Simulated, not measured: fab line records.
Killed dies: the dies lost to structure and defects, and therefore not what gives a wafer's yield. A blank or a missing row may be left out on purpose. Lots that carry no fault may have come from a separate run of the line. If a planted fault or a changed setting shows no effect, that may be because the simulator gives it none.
Matching of chambers -- flow sfq-line -- SFQ_TRILAYER_I0_DEP_PECVD_027 on pecvd-02: 3 sister chambers
The step deposits SiO2 from SiH4/N2O, time 111.11 s, target thk 500 nm. 18 wafers are shown with their chamber, then 9 later ones without.

== WAFERS WITH THEIR CHAMBER ==
wafer,chamber,throttle-valve-pct (%),heater-power-w (W)
L685.1,0,24.9,93
L685.2,2,23.6,86
L685.4,2,23.5,88
L686.1,1,25.3,95
L686.3,0,24.9,93
L686.4,0,24.9,93
L689.2,0,25.2,87
L689.3,2,23.6,80
L689.5,2,23.8,83
L690.3,0,25.2,93
L690.4,2,23.6,86
L690.6,0,25.0,75
L697.2,2,23.7,76
L697.3,0,24.7,89
L697.4,2,24.0,79
L698.4,2,23.8,76
L698.5,0,24.8,87
L698.6,2,23.8,80

SIGNATURES (means of the wafers above)
reading,chamber 0,chamber 1,chamber 2,scatter within a chamber
throttle-valve-pct,24.950,25.300,23.711,0.165
heater-power-w,88.75,95.00,81.56,5.31
Rule: for a wafer and a chamber, the distance is found by dividing, reading by reading, the gap between the wafer's reading and the chamber's mean by the reading's scatter, squaring, summing and taking the root. The wafer belongs to the nearest chamber; if the next one is less than 2 further off, it can't be placed. The scatter: the root of (the sum of the squares of (reading less its chamber's mean) over the shown wafers, divided by (wafers less chambers)).

== WAFERS WHOSE CHAMBER IS MISSING ==
wafer,throttle-valve-pct (%),heater-power-w (W)
L701.2,25.2,95
L701.4,23.9,85
L701.6,25.3,80
L705.2,23.7,76
L705.3,25.3,82
L705.6,25.5,85
L706.1,25.1,94
L706.3,24.9,78
L706.5,25.5,79

== WHICH CHAMBER EACH WENT THROUGH ==
wafer,from the rows above,in truth
L701.2,can't be placed: 1 or 0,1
L701.4,2,2
L701.6,can't be placed: 0 or 1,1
L705.2,2,2
L705.3,can't be placed: 1 or 0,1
L705.6,can't be placed: 1 or 0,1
L706.1,can't be placed: 1 or 0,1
L706.3,can't be placed: 0 or 1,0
L706.5,can't be placed: 1 or 0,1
Placed correctly: 2 of 9. From these rows, 7 cannot be placed; in 7 the true chamber is one of the candidates. Number placed wrongly: 0.
